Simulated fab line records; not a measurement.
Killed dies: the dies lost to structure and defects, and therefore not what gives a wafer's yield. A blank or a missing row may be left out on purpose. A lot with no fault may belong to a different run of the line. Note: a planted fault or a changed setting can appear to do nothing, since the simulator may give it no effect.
fab line records | flow gf180mcu
[record] lots = 5 wafers = 23
route steps=602 shown STI@2 DNWELL@34 NWELL@51 MVPSD@80 VT_IMPLANT@98
startH: start of the lot's first displayed wafer, in hours after the record's first day | waitH: how many hours have passed since the lot's step before this one | " same as the row above | L1.1+2: several wafers, shown together as one row | - either no value or no given start | * or withheld: withheld | < > ~ a bound
route shown NAME@n: names a module that has steps shown in the file, with the first one's number in the route | usual: mean/standard deviation of fault-free wafers | same: alike in all rows | chamber/n: place in a boat | sites: readings site by site | _std_site: how widely they spread, as a standard deviation | _edge_site: outer sites' mean less inner sites' | radiusMm: for every site, how far away it sits from the centre of the wafer | mask NAME#n: copy n | behind: the most recent tool/chamber to have shaped the wafer | hold: the reason the lot was held/the length of the hold in hours/how it ended | device: whichever transistor did not switch (one of n, p or np) | end of line: tests of these same wafers at the route's end | a step without rows: its recipe alone | killed: count of dies lost to structure and defects at first sort (not the wafer's yield) | map: a wafer's dies, marking killed ones x, the rest . and places with no die _
set.NAME: the setting that was run; set.NAME@STEP: the one run at that earlier step | model.NAME: the simulator's own value behind a step, which no gauge read
lots whose settings were changed on purpose; a table a step, a row a wafer
[[steps]]
[step GF_STI_OXIDATION_01]
[recipe] tempC = 900 ambient = O2 stabiliseS = 600 purgeS = 300 targetThkA = 100 oxTimeS = 1418
// columns lot.wafer tool chamber startH waitH set.tempC model.SiO2_of_STI_OXIDATION_01.thkNm
L074.1 - - - 0.1 889.9 9.022
L074.2 " - " " 889.9 9.09
L074.3 " - " " 889.9 9.197
L074.4 " - " " 889.9 9.305
L074.5 " - " " 889.9 9.168
L077.1 - - - 2.2 915.8 11.82
L077.2 " - " " 915.8 11.76
L077.4 " - " " 915.8 11.74
L077.5 " - " " 915.8 11.83
L077.6 " - " " 915.8 11.88
L081.1 - - - 0.7 908.1 11.2
L081.2 " - " " 908.1 11.29
L081.3+5 " - " " 908.1 11.3
L081.6 " - " " 908.1 11.17
L082.2 furnace-02 0 51.26 1.2 900 10.03
L082.3 " 0 " " 900 9.946
L082.5 " 0 " " 900 9.859
L084.1 - - - 1.3 881.6 8.201
L084.2 " - " " 881.6 8.119
L084.3 " - " " 881.6 8.126
L084.4 " - " " 881.6 8.13
L084.5 " - " " 881.6 8.265
[step GF_STI_THK_MEAS_02]
[recipe] reads = SiO2_of_STI_OXIDATION_01
[usual] STI_OXIDATION_THK = 10.08/0.14
// columns lot.wafer tool chamber startH waitH set.tempC@STI_OXIDATION_01 STI_OXIDATION_THK[nm]
L074.1 filmMetro-01 - - - 889.9 9.04
L074.2 " - " " 889.9 9.11
L074.3 " - " " 889.9 9.21
L074.4 " - " " 889.9 9.38
L074.5 " - " " 889.9 9.18
L077.1 filmMetro-04 - - - 915.8 11.81
L077.2 " - " " 915.8 11.77
L077.4 " - " " 915.8 11.77
L077.5 " - " " 915.8 11.81
L077.6 " - " " 915.8 11.86
L081.1 filmMetro-04 - - - 908.1 11.20
L081.2 " - " " 908.1 11.31
L081.3 " - " " 908.1 11.27
L081.5 " - " " 908.1 11.29
L081.6 " - " " 908.1 11.20
L082.2 filmMetro-01 - 52.66 0.0 900 10.02
L082.3 " - " " 900 9.99
L082.5 " - " " 900 9.89
L084.1 filmMetro-04 - - - 881.6 8.23
L084.2 " - " " 881.6 8.14
L084.3 " - " " 881.6 8.12
L084.4 " - " " 881.6 8.10
L084.5 " - " " 881.6 8.29
[step GF_STI_PEB_10]
[recipe] pebTempC = 135 pebTimeS = 90 resist = KrF
// columns lot.wafer tool chamber startH waitH set.pebTempC
L074.1+2+4 lithoTrack-01 0 - - 136.3
L074.3+5 " 0 " " 135
L077.1+4+6 lithoTrack-02 0 - - 133.5
L077.2+5 " 0 " " 135
L081.1+3 lithoTrack-01 0 - - 135
L081.2+5+6 " 0 " " 139
L082.2+3+5 lithoTrack-01 0 - - 135
L084.1+3+5 lithoTrack-01 0 - - 138.4
L084.2+4 " 0 " " 135
[step GF_STI_DEVELOP_11]
[recipe] developTimeS = 60 devTempC = 21
[step GF_STI_CD_MEAS_12]
[recipe] targetCdNm = 220
[usual] cdNm = 220.1/0.89
// columns lot.wafer tool chamber startH waitH set.pebTempC@STI_PEB_10 cdNm
L074.1 cdSem-01 - 24.09 0.1 136.3 217.0
L074.2 " - " " 136.3 216.7
L074.3 " - " " 135 221.8
L074.4 " - " " 136.3 217.6
L074.5 " - " " 135 221.3
L077.1 cdSem-02 - 42.41 0.1 133.5 224.6
L077.2 " - " " 135 221.0
L077.4 " - " " 133.5 223.4
L077.5 " - " " 135 219.2
L077.6 " - " " 133.5 224.1
L081.1 cdSem-02 - 61.89 0.1 135 218.1
L081.2 " - " " 139 210.5
L081.3 " - " " 135 219.7
L081.5 " - " " 139 210.0
L081.6 " - " " 139 210.5
L082.2 cdSem-01 - 67.16 0.1 135 222.0
L082.3 " - " " 135 220.9
L082.5 " - " " 135 220.6
L084.1 cdSem-02 - 77.64 0.1 138.4 212.8
L084.2 " - " " 135 220.3
L084.3 " - " " 138.4 212.4
L084.4 " - " " 135 220.1
L084.5 " - " " 138.4 212.2
[step GF_STI_ETCH_13]
[recipe] chemistry = CHF3/O2 stopOn = Si overEtchFrac = 0.3 targetDepthA = 2823.1 sourceW = 600 biasW = 200 pressureMtorr = 40 chf3FlowSccm = 50 O2_flow_sccm = 5 timeS = 112.9
// columns lot.wafer tool chamber startH waitH set.pebTempC@STI_PEB_10 model.STI.cdNm
L074.1 rieDiel-04 1 24.21 0.1 136.3 217.8
L074.2 " 0 " " 136.3 217.4
L074.3 " 3 " " 135 221.7
L074.4 " 2 " " 136.3 217.5
L074.5 " 2 " " 135 221.3
L077.1 rieDiel-04 0 42.53 0.1 133.5 225
L077.2 " 2 " " 135 221.2
L077.4 " 3 " " 133.5 223.5
L077.5 " 1 " " 135 219.4
L077.6 " 2 " " 133.5 224.7
L081.1 rieDiel-04 2 62.01 0.1 135 218.4
L081.2+5 " 1,2 " " 139 210.3
L081.3 " 0 " " 135 219.9
L081.6 " 3 " " 139 210.5
L082.2 rieDiel-03 0 67.26 0.1 135 221.7
L082.3 " 2 " " 135 220.8
L082.5 " 1 " " 135 220.5
L084.1 rieDiel-01 3 77.76 0.1 138.4 212.3
L084.2 " 1 " " 135 220.1
L084.3 " 2 " " 138.4 212
L084.4 " 0 " " 135 219.3
L084.5 " 3 " " 138.4 212.2
[step GF_STI_ETCH_14]
[recipe] target = Si chemistry = HBr/Cl2/O2 targetDepthNm = 360 icpW = 600 biasW = 150 pressureMtorr = 15 HBr_flow_sccm = 150 Cl2_flow_sccm = 40 O2_flow_sccm = 6 timeS = 102.9
// columns lot.wafer tool chamber startH waitH set.pebTempC@STI_PEB_10 model.STI.cdNm
L074.1 rieSi-02 2 24.29 0.0 136.3 216.6
L074.2 " 0 " " 136.3 217.6
L074.3 " 3 " " 135 222.9
L074.4 " 1 " " 136.3 217.2
L074.5 " 0 " " 135 221.7
L077.1 rieSi-01 2 42.61 0.0 133.5 227.3
L077.2 " 1 " " 135 221.6
L077.4 " 0 " " 133.5 226.9
L077.5 " 0 " " 135 221.3
L077.6 " 3 " " 133.5 228.2
L081.1 rieSi-02 0 62.09 0.0 135 220.7
L081.2 " 3 " " 139 214.3
L081.3 " 2 " " 135 222.5
L081.5 " 2 " " 139 212.6
L081.6 " 1 " " 139 213.8
L082.2 rieSi-02 1 67.34 0.0 135 223
L082.3 " 2 " " 135 222.1
L082.5 " 3 " " 135 222.7
L084.1 rieSi-01 0 77.84 0.0 138.4 215.1
L084.2 " 1 " " 135 218.4
L084.3 " 2 " " 138.4 213.1
L084.4 " 3 " " 135 221.7
L084.5 " 3 " " 138.4 213.4
[step GF_DNWELL_COAT_02]
[recipe] spinRpm = 2000 resistThkNm = 3000
// columns lot.wafer tool chamber startH waitH set.spinRpm model.coat_of_DNWELL_COAT_02.thkNm
L074.1+2 lithoTrack-03 0 35.19 0.1 2000 2997
L074.3 " 0 " " 2000 3001
L074.4 " 0 " " 2000 3004
L074.5 " 0 " " 2000 2993
L077.1 lithoTrack-04 0 53.03 0.1 1928 3065
L077.2 " 0 " " 1928 3048
L077.4 " 0 " " 2000 3001
L077.5 " 0 " " 1928 3042
L077.6 " 0 " " 2000 3003
L081.1+6 lithoTrack-02 0 73.01 0.1 2145 2895
L081.2 " 0 " " 2000 2985
L081.3 " 0 " " 2000 2996
L081.5 " 0 " " 2145 2892
L082.2+5 lithoTrack-02 0 78.08 0.1 2000 2997
L082.3 " 0 " " 2000 2993
L084.1 lithoTrack-02 0 91.16 0.1 2000 3010
L084.2 " 0 " " 2000 3007
L084.3 " 0 " " 2000 2993
L084.4 " 0 " " 2000 3009
L084.5 " 0 " " 2000 3002
[step GF_DNWELL_SOFTBAKE_03]
[recipe] tempC = 110 timeS = withheld
[step GF_DNWELL_EXPOSE_04]
[recipe] maskId = DNWELL targetCdNm = 1700 na = 0.6 sourceShape = conventional sigmaOuter = 0.6 doseMj = 260
[step GF_DNWELL_PEB_05]
[recipe] tempC = 115 timeS = withheld
[step GF_DNWELL_DEVELOP_06]
[recipe] wallAngleDeg = 90 developTimeS = 60 devTempC = 23
// columns lot.wafer tool chamber startH waitH set.spinRpm@DNWELL_COAT_02 model.coat_of_DNWELL_COAT_02.thkNm
L074.1+2 lithoTrack-04 0 - - 2000 2996
L074.3 " 0 " " 2000 3000
L074.4 " 0 " " 2000 3003
L074.5 " 0 " " 2000 2992
L077.1 lithoTrack-03 0 - - 1928 3064
L077.2 " 0 " " 1928 3047
L077.4 " 0 " " 2000 2999
L077.5 " 0 " " 1928 3041
L077.6 " 0 " " 2000 3001
L081.1+6 lithoTrack-04 0 - - 2145 2894
L081.2 " 0 " " 2000 2984
L081.3 " 0 " " 2000 2995
L081.5 " 0 " " 2145 2891
L082.2+5 lithoTrack-04 0 - - 2000 2996
L082.3 " 0 " " 2000 2992
L084.1 lithoTrack-02 0 - - 2000 3009
L084.2 " 0 " " 2000 3006
L084.3 " 0 " " 2000 2992
L084.4 " 0 " " 2000 3008
L084.5 " 0 " " 2000 3001
[step GF_DNWELL_STRIP_08]
[recipe] chemistry = O2/N2 powerW = 1400 pressureMtorr = 1500 platenTempC = 250 o2FlowSccm = 3000 n2FlowSccm = 300 overashFraction = 0.5
[usual] oesProductAu = 0.722/0.0049 stripTimeToEndpointS = 36.92/0.094
// columns lot.wafer tool chamber startH waitH set.platenTempC set.spinRpm@DNWELL_COAT_02 oesProductAu stripTimeToEndpointS
L074.1 plasmaAsher-01 0 42.23 0.1 250 2000 0.723 36.92
L074.2 " 1 " " 250 2000 0.719 36.92
L074.3 " 0 " " 250 2000 0.729 36.95
L074.4 " 1 " " 250 2000 0.721 37.00
L074.5 " 0 " " 250 2000 0.724 36.85
L077.1 plasmaAsher-03 0 59.64 0.1 250 1928 0.722 37.68
L077.2 " 1 " " 250 1928 0.726 37.51
L077.4 " 0 " " 250 2000 0.724 36.96
L077.5 " 1 " " 250 1928 0.723 37.45
L077.6 " 0 " " 250 2000 0.726 36.98
L081.1 plasmaAsher-01 0 79.88 0.1 251.9 2145 0.733 34.51
L081.2 " 1 " " 250 2000 0.723 36.76
L081.3 " 1 " " 251.9 2000 0.743 35.61
L081.5 " 0 " " 251.9 2145 0.742 34.46
L081.6 " 1 " " 250 2145 0.725 35.75
L082.2 plasmaAsher-02 0 85.13 0.1 250 2000 0.725 36.90
L082.3 " 1 " " 250 2000 0.722 36.88
L082.5 " 1 " " 250 2000 0.724 36.92
L084.1 plasmaAsher-02 0 98.66 0.1 250 2000 0.714 37.07
L084.2 " 1 " " 250 2000 0.725 37.03
L084.3 " 1 " " 252.7 2000 0.743 35.06
L084.4 " 0 " " 250 2000 0.721 37.06
L084.5 " 1 " " 252.7 2000 0.741 35.19
[step GF_NWELL_IMPLANT_09]
[recipe] species = P energyKev = 160 doseCm2 = 4e+12 tiltDeg = 0
// columns lot.wafer tool chamber startH waitH set.energyKev model.implant.rpNm model.implant.drpNm
L074.1+4+5 implanter-02 0 54.73 0.1 160 203.9 65.9
L074.2+3 " 0 " " 149.2 189.6 62.54
L077.1+2+4 implanter-04 0 73.38 0.1 160 195.8 65.9
L077.5+6 " 0 " " 146.1 178.2 61.53
L081.1+2+3 implanter-02 0 93.59 0.1 145.8 178.6 61.43
L081.5+6 " 0 " " 160 196.8 65.9
L082.2+3+5 implanter-03 0 99.07 0.1 160 195.5 65.9
L084.1+3+4 implanter-02 0 112.88 0.1 160 204.9 65.9
L084.2+5 " 0 " " 154.2 197.2 64.12
[step GF_MVPSD_COAT_02]
[recipe] spinRpm = 2000 resistThkNm = 3000
// columns lot.wafer tool chamber startH waitH set.spinRpm model.coat_of_MVPSD_COAT_02.thkNm
L074.1 lithoTrack-04 0 88.03 0.1 2000 2995
L074.2 " 0 " " 2000 2996
L074.3 " 0 " " 2000 2998
L074.4 " 0 " " 2000 2988
L074.5 " 0 " " 2000 2999
L077.1 lithoTrack-04 0 107.63 0.1 2079 2939
L077.2 " 0 " " 2000 2994
L077.4 " 0 " " 2000 2992
L077.5 " 0 " " 2000 2995
L077.6 " 0 " " 2079 2943
L081.1 lithoTrack-03 0 129.64 0.1 2000 3004
L081.2 " 0 " " 2000 3017
L081.3 " 0 " " 2000 3011
L081.5 " 0 " " 2000 3012
L081.6 " 0 " " 2000 3009
L082.2 lithoTrack-04 0 135.10 0.1 2000 2996
L082.3 " 0 " " 2000 2998
L082.5 " 0 " " 2000 2985
L084.1 lithoTrack-02 0 151.26 0.1 1923 3051
L084.2 " 0 " " 2000 2995
L084.3 " 0 " " 2000 2993
L084.4 " 0 " " 2000 3001
L084.5 " 0 " " 1923 3046
[step GF_MVPSD_SOFTBAKE_03]
[recipe] tempC = 110 timeS = withheld
[step GF_MVPSD_EXPOSE_04]
[recipe] maskId = MVPSD targetCdNm = 1000 na = 0.6 sourceShape = conventional sigmaOuter = 0.6 doseMj = 260
[step GF_MVPSD_IMPLANT_08]
[recipe] species = B energyKev = 166.7 doseCm2 = 1.5e+13 tiltDeg = 0
[step GF_MVPSD_IMPLANT_09]
[recipe] species = B energyKev = 40 doseCm2 = 5e+12 tiltDeg = 0
[step GF_MVPSD_STRIP_10]
[recipe] chemistry = O2/N2 powerW = 1400 pressureMtorr = 1500 platenTempC = 250 o2FlowSccm = 3000 n2FlowSccm = 300 overashFraction = 0.5
[usual] stripTimeToEndpointS = 36.93/0.091
// columns lot.wafer tool chamber startH waitH set.spinRpm@MVPSD_COAT_02 stripTimeToEndpointS
L074.1 plasmaAsher-03 0 95.39 0.1 2000 36.90
L074.2 " 1 " " 2000 36.92
L074.3 " 0 " " 2000 36.92
L074.4 " 1 " " 2000 36.81
L074.5 " 1 " " 2000 36.95
L077.1 plasmaAsher-01 0 115.23 0.1 2079 36.27
L077.2 " 1 " " 2000 36.90
L077.4 " 1 " " 2000 36.87
L077.5 " 1 " " 2000 36.88
L077.6 " 0 " " 2079 36.31
L081.1 plasmaAsher-02 1 137.19 0.1 2000 37.00
L081.2 " 0 " " 2000 37.16
L081.3 " 1 " " 2000 37.09
L081.5 " 1 " " 2000 37.08
L081.6 " 0 " " 2000 37.07
L082.2 plasmaAsher-02 0 143.38 0.1 2000 36.91
L082.3 " 0 " " 2000 36.93
L082.5 " 0 " " 2000 36.76
L084.1 plasmaAsher-02 0 160.24 0.1 1923 37.51
L084.2 " 1 " " 2000 36.90
L084.3 " 0 " " 2000 36.86
L084.4 " 1 " " 2000 36.95
L084.5 " 1 " " 1923 37.49
[step GF_VT_IMPLANT_IMPLANT_08]
[recipe] species = BF2 energyKev = 20 doseCm2 = 8.29e+12 tiltDeg = 7
// columns lot.wafer tool chamber startH waitH set.doseCm2
L074.1+2 implanter-04 0 109.63 0.0 9.618e+12
L074.3+4+5 " 0 " " 8.29e+12
L077.1+5+6 implanter-02 0 129.83 0.0 8.29e+12
L077.2+4 " 0 " " 7.384e+12
L081.1+2+3+5+6 implanter-02 0 153.23 0.0 8.29e+12
L082.2+3+5 implanter-02 0 158.97 0.0 8.29e+12
L084.1+2+3+4+5 implanter-02 0 175.99 0.0 8.29e+12
[step GF_VT_IMPLANT_STRIP_09]
[recipe] chemistry = O2/N2 powerW = 1400 pressureMtorr = 1500 platenTempC = 250 o2FlowSccm = 3000 n2FlowSccm = 300 overashFraction = 0.5
[step GF_VT_IMPLANT_TW_MEAS_10]
[usual] VT_IMPLANT_TW = 566/5.5
// columns lot.wafer tool chamber startH waitH set.doseCm2@VT_IMPLANT_IMPLANT_08 VT_IMPLANT_TW
L074.1 filmMetro-04 - 109.88 0.1 9.618e+12 601
L074.2 " - " " 9.618e+12 596
L074.3 " - " " 8.29e+12 572
L074.4 " - " " 8.29e+12 567
L074.5 " - " " 8.29e+12 572
L077.1 filmMetro-04 - 130.08 0.1 8.29e+12 570
L077.2 " - " " 7.384e+12 551
L077.4 " - " " 7.384e+12 554
L077.5 " - " " 8.29e+12 574
L077.6 " - " " 8.29e+12 571
L081.1 filmMetro-02 - 153.48 0.1 8.29e+12 561
L081.2 " - " " 8.29e+12 563
L081.3 " - " " 8.29e+12 561
L081.5 " - " " 8.29e+12 560
L081.6 " - " " 8.29e+12 558
L082.2 filmMetro-02 - 159.20 0.1 8.29e+12 558
L082.3 " - " " 8.29e+12 561
L082.5 " - " " 8.29e+12 556
L084.1 filmMetro-02 - 176.24 0.1 8.29e+12 563
L084.2 " - " " 8.29e+12 565
L084.3 " - " " 8.29e+12 564
L084.4 " - " " 8.29e+12 563
L084.5 " - " " 8.29e+12 563
[step GF_VT_IMPLANT_COAT_24]
[recipe] resist = NOVOLAK spinRpm = 3000 resistThkNm = 1000
// columns lot.wafer tool chamber startH waitH set.spinRpm model.NOVOLAK_of_VT_IMPLANT_COAT_24.thkNm
L074.1 lithoTrack-02 0 131.01 0.1 3000 995.4
L074.2 " 0 " " 3000 998.4
L074.3 " 0 " " 3000 996.4
L074.4 " 0 " " 3000 993.9
L074.5 " 0 " " 3000 996.2
L077.1 lithoTrack-01 0 152.59 0.1 3058 993.5
L077.2+6 " 0 " " 3000 1002
L077.4 " 0 " " 3058 987.9
L077.5 " 0 " " 3058 993.8
L081.1 lithoTrack-02 0 177.56 0.1 3129 973.2
L081.2 " 0 " " 3000 994.6
L081.3 " 0 " " 3129 973.6
L081.5 " 0 " " 3000 995.1
L081.6 " 0 " " 3000 995.4
L082.2 lithoTrack-03 0 183.36 0.1 3000 1001
L082.3 " 0 " " 3000 996.6
L082.5 " 0 " " 3000 999.2
L084.1 lithoTrack-01 0 201.84 0.1 3000 998.8
L084.2 " 0 " " 3162 978.3
L084.3 " 0 " " 3162 976.2
L084.4 " 0 " " 3000 1000
L084.5 " 0 " " 3000 1002
[step GF_VT_IMPLANT_IMPLANT_30]
[recipe] species = B energyKev = 25 doseCm2 = 2.534e+12 tiltDeg = 7
// columns lot.wafer tool chamber startH waitH set.doseCm2
L074.1+5 implanter-04 0 139.03 0.0 2.534e+12
L074.2+3+4 " 0 " " 2.892e+12
L077.1+2+4+5+6 implanter-04 0 160.98 0.0 2.534e+12
L081.1+2+3+5+6 implanter-02 0 185.88 0.0 2.534e+12
L082.2+3+5 implanter-03 0 192.10 0.0 2.534e+12
L084.1+2+4 implanter-03 0 210.99 0.0 2.534e+12
L084.3+5 " 0 " " 2.333e+12
[step GF_VT_IMPLANT_STRIP_31]
[recipe] chemistry = O2/N2 powerW = 1400 pressureMtorr = 1500 platenTempC = 250 o2FlowSccm = 3000 n2FlowSccm = 300 overashFraction = 0.5
[usual] stripTimeToEndpointS = 12.63/0.034
// columns lot.wafer tool chamber startH waitH set.spinRpm@VT_IMPLANT_COAT_24 stripTimeToEndpointS
L074.1 plasmaAsher-02 0 139.18 0.1 3000 12.59
L074.2 " 1 " " 3000 12.61
L074.3 " 0 " " 3000 12.61
L074.4 " 1 " " 3000 12.57
L074.5 " 0 " " 3000 12.59
L077.1 plasmaAsher-02 0 161.13 0.1 3058 12.56
L077.2 " 1 " " 3000 12.66
L077.4 " 1 " " 3058 12.51
L077.5 " 1 " " 3058 12.58
L077.6 " 0 " " 3000 12.66
L081.1 plasmaAsher-01 1 186.03 0.1 3129 12.35
L081.2 " 0 " " 3000 12.58
L081.3 " 0 " " 3129 12.35
L081.5 " 1 " " 3000 12.59
L081.6 " 0 " " 3000 12.59
L082.2 plasmaAsher-02 0 192.23 0.1 3000 12.66
L082.3 " 0 " " 3000 12.60
L082.5 " 1 " " 3000 12.65
L084.1 plasmaAsher-01 1 211.14 0.1 3000 12.63
L084.2 " 0 " " 3162 12.38
L084.3 " 0 " " 3162 12.36
L084.4 " 1 " " 3000 12.65
L084.5 " 0 " " 3000 12.66
[step GF_VT_IMPLANT_TW_MEAS_32]
[usual] VT_IMPLANT_3_TW = 267.4/1.9
// columns lot.wafer tool chamber startH waitH set.doseCm2@VT_IMPLANT_IMPLANT_30 VT_IMPLANT_3_TW
L074.1 filmMetro-04 - 139.28 0.1 2.534e+12 272.1
L074.2 " - " " 2.892e+12 283.3
L074.3 " - " " 2.892e+12 281.6
L074.4 " - " " 2.892e+12 283.3
L074.5 " - " " 2.534e+12 272.2
L077.1 filmMetro-02 - 161.23 0.1 2.534e+12 265.6
L077.2 " - " " 2.534e+12 266.7
L077.4 " - " " 2.534e+12 267.3
L077.5 " - " " 2.534e+12 267.0
L077.6 " - " " 2.534e+12 265.4
L081.1 filmMetro-03 - 186.13 0.1 2.534e+12 266.4
L081.2 " - " " 2.534e+12 266.7
L081.3 " - " " 2.534e+12 265.0
L081.5 " - " " 2.534e+12 265.3
L081.6 " - " " 2.534e+12 267.2
L082.2 filmMetro-02 - 192.34 0.1 2.534e+12 266.6
L082.3 " - " " 2.534e+12 266.6
L082.5 " - " " 2.534e+12 265.4
L084.1 filmMetro-02 - 211.24 0.1 2.534e+12 265.9
L084.2 " - " " 2.534e+12 265.6
L084.3 " - " " 2.333e+12 258.7
L084.4 " - " " 2.534e+12 266.7
L084.5 " - " " 2.333e+12 260.0
[[key]]
[split] step = GF_STI_OXIDATION_01 setting = tempC stated = 900 by = lot
[response] step = GF_STI_OXIDATION_01 reading = model.SiO2_of_STI_OXIDATION_01.thkNm change = +0.973 per = 1% r = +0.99
[response] step = GF_STI_THK_MEAS_02 reading = STI_OXIDATION_THK change = +0.969 per = 1% r = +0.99
[split] step = GF_STI_PEB_10 setting = pebTempC stated = 135 by = wafer
[response] step = GF_STI_CD_MEAS_12 reading = cdNm change = -3.09 per = 1% r = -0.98
[response] step = GF_STI_ETCH_13 reading = model.STI.cdNm change = -3.09 per = 1% r = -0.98
[response] step = GF_STI_ETCH_14 reading = model.STI.cdNm change = -2.96 per = 1% r = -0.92
[split] step = GF_DNWELL_COAT_02 setting = spinRpm stated = 2000 by = wafer
[response] step = GF_DNWELL_COAT_02 reading = model.coat_of_DNWELL_COAT_02.thkNm change = -13.4 per = 1% r = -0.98
[response] step = GF_DNWELL_DEVELOP_06 reading = model.coat_of_DNWELL_COAT_02.thkNm change = -13.5 per = 1% r = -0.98
[response] step = GF_DNWELL_STRIP_08 reading = stripTimeToEndpointS slope = * per = 1% togetherWith = platenTempC@DNWELL_STRIP_08 explained = 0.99
[split] step = GF_DNWELL_STRIP_08 setting = platenTempC stated = 250 by = wafer
[response] step = GF_DNWELL_STRIP_08 reading = oesProductAu change = +0.0205 per = 1% r = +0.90
[response] step = GF_DNWELL_STRIP_08 reading = stripTimeToEndpointS change = * per = 1% r = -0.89
[split] step = GF_NWELL_IMPLANT_09 setting = energyKev stated = 160 by = wafer
[response] step = GF_NWELL_IMPLANT_09 reading = model.implant.rpNm change = +2.06 per = 1% r = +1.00
[response] step = GF_NWELL_IMPLANT_09 reading = model.implant.drpNm change = +0.501 per = 1% r = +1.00
[split] step = GF_MVPSD_COAT_02 setting = spinRpm stated = 2000 by = wafer
[response] step = GF_MVPSD_COAT_02 reading = model.coat_of_MVPSD_COAT_02.thkNm change = -13.4 per = 1% r = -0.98
[response] step = GF_MVPSD_STRIP_10 reading = stripTimeToEndpointS change = * per = 1% r = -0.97
[split] step = GF_VT_IMPLANT_IMPLANT_08 setting = doseCm2 stated = 8.29e+12 by = wafer
[response] step = GF_VT_IMPLANT_TW_MEAS_10 reading = VT_IMPLANT_TW change = +1.76 per = 1% r = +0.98
[split] step = GF_VT_IMPLANT_COAT_24 setting = spinRpm stated = 3000 by = wafer
[response] step = GF_VT_IMPLANT_COAT_24 reading = model.NOVOLAK_of_VT_IMPLANT_COAT_24.thkNm change = -4.61 per = 1% r = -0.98
[response] step = GF_VT_IMPLANT_STRIP_31 reading = stripTimeToEndpointS change = * per = 1% r = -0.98
[split] step = GF_VT_IMPLANT_IMPLANT_30 setting = doseCm2 stated = 2.534e+12 by = wafer
[response] step = GF_VT_IMPLANT_TW_MEAS_32 reading = VT_IMPLANT_3_TW change = +0.773 per = 1% r = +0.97
